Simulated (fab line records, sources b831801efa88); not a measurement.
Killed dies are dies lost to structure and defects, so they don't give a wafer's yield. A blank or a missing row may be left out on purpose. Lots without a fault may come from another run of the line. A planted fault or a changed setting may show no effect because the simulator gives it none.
fab line records | flow sfq_line
record lots=13 wafers=39 last_day=85
route steps=325 shown I0@44
lots that met no fault: from a run of the same line without faults
start_h: hours from the record's first day to the start of the lot's first wafer shown | wait_h: hours since the lot's step before | " the same as in the row above | L1.1+2: a row that stands for several wafers | - no value, or no start given | * or withheld: withheld | < > ~ a bound
route shown NAME@n: a module of which the file shows steps, and the number in the route of the first | usual: mean/standard deviation of fault-free wafers | same: alike in all rows | chamber/n: place in a boat | sites: the reading at each site | _std_site: their standard deviation | _edge_site: outer sites' mean less inner sites' | radius_mm: how far each site lies from the wafer's centre | mask NAME#n: copy n | behind: the tool/chamber that last shaped the wafer | hold: why the lot was held/for how many hours/how that ended | device: the transistor (n, p or np) that didn't switch | end of line: the same wafers' tests at the end of the route | a step without rows: its recipe alone | killed: dies lost to structure and defects at the first sort, not the wafer's yield | map: a wafer's dies, x killed, . not, _ none there
set.NAME: the setting as run; set.NAME@STEP: as run at that earlier step | model.NAME: the simulator's own value behind a step, which no gauge read
steps of the route over a sample of lots; a table a step, a row a wafer
services: from which hour (start_h, from the record's first day; less than 0 if before it) a tool's chamber was out of use, for how many hours, and why
## steps
# step SFQ_TRILAYER_I0_CMP_CMP_028
# recipe material=SiO2 down_force_psi=3 platen_rpm=60 pad_velocity_m_s=0.94248
# usual head_pressure_psi=3.000/0.0068 motor_current_A=10.2/1.1 platen_rpm=60.00/0.042 time_to_endpoint_s=214/7.3
# columns lot.wafer tool chamber start_h wait_h head_pressure_psi motor_current_A platen_rpm time_to_endpoint_s
L282.4 cmp-01 1 272.72 0.0 2.991 11.8 59.98 221
L282.2 " 2 " " 2.998 11.5 59.98 215
L282.5 " 2 275.22 2.5 3.000 11.5 60.01 213
L283.3 cmp-01 1 284.80 1.8 3.003 11.8 59.96 217
L283.4 " 3 285.80 2.7 3.001 11.3 59.96 209
L283.5 " 1 286.80 3.7 3.009 11.1 60.03 216
L286.3 cmp-01 0 311.57 3.8 3.012 9.3 60.03 215
L286.6 " 2 312.57 4.8 3.000 11.1 59.96 220
L286.5 " 3 " " 3.002 11.0 60.09 227
L288.3 cmp-01 2 325.57 1.9 3.005 10.9 60.01 209
L288.2 " 3 " " 2.996 11.4 60.01 210
L288.4 " 0 " " 2.992 9.1 65.99 202
L289.3 cmp-02 3 334.36 0.0 2.996 8.3 60.03 219
L289.2 " 1 335.36 1.0 3.002 9.2 59.97 216
L289.1 " 2 " " 3.008 10.2 59.98 218
L291.3 cmp-02 3 341.14 0.0 3.003 7.9 59.98 213
L291.2 " 0 " " 2.989 10.2 59.99 209
L291.5 " 0 343.64 2.5 2.998 10.1 60.03 220
L296.4 cmp-02 1 389.36 0.0 2.999 9.7 60.01 217
L296.3 " 2 " " 2.998 10.7 60.03 211
L296.2 " 0 390.86 1.5 2.988 9.8 60.03 208
L298.3 cmp-02 3 421.41 1.8 3.008 8.2 60.01 211
L298.2 " 0 " " 3.005 10.7 60.07 202
L298.6 " 2 422.91 3.3 3.001 10.7 60.06 220
L299.2 cmp-01 3 428.97 0.5 3.002 11.2 60.06 221
L299.4 " 0 " " 3.012 9.2 59.98 219
L299.6 " 2 430.47 2.0 3.010 11.4 60.00 221
L300.2 cmp-01 1 436.88 0.0 2.993 12.6 59.95 212
L300.1 " 3 437.88 1.0 3.001 10.9 59.99 208
L300.5 " 2 439.38 2.5 3.002 11.2 60.01 221
L301.2 cmp-01 1 454.56 0.5 3.012 11.5 59.96 230
L301.3 " 2 " " 3.002 11.0 60.00 226
L301.1 " 3 " " 2.992 10.7 60.06 219
L302.3 cmp-02 0 456.96 0.5 2.994 10.1 59.99 206
L302.2 " 2 457.96 1.5 2.996 10.4 60.01 221
L302.6 " 0 458.96 2.5 2.988 9.8 59.97 208
L303.2 cmp-02 1 463.66 0.0 3.003 9.8 59.95 213
L303.3 " 3 464.66 1.0 3.004 8.7 59.95 204
L303.1 " 0 " " 2.987 9.9 59.97 201
## services
# columns tool chamber start_h hours kind
cmp-02 - 286.30 1.2 repair
cmp-02 - 308.62 2.3 repair
cmp-02 - 317.10 2.8 repair
cmp-01 - 343.12 3.7 repair
cmp-02 - 410.73 4.0 pm
cmp-02 - 414.73 - consumable_replace:conditioner
cmp-02 - 414.73 - consumable_replace:pad
cmp-02 - 431.47 6.8 pm
## key
first_sign step=SFQ_TRILAYER_I0_CMP_CMP_028 reading=platen_rpm direction=up sigmas=99+ usual=60.00 struck=65.99
effect none on later readings
met_at SFQ_TRILAYER_I0_CMP_CMP_028
struck_lots L288
struck_wafers L288.4
onset_between 311.57 325.57
fault kind=process_parameter_drift tool=cmp-01 chamber=0 onset_h=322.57 steps=SFQ_TRILAYER_I0_CMP_CMP_028 channel=platen_rpm offset=6 shape=step end_h=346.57 acts_in=these_recipes_only stated=60
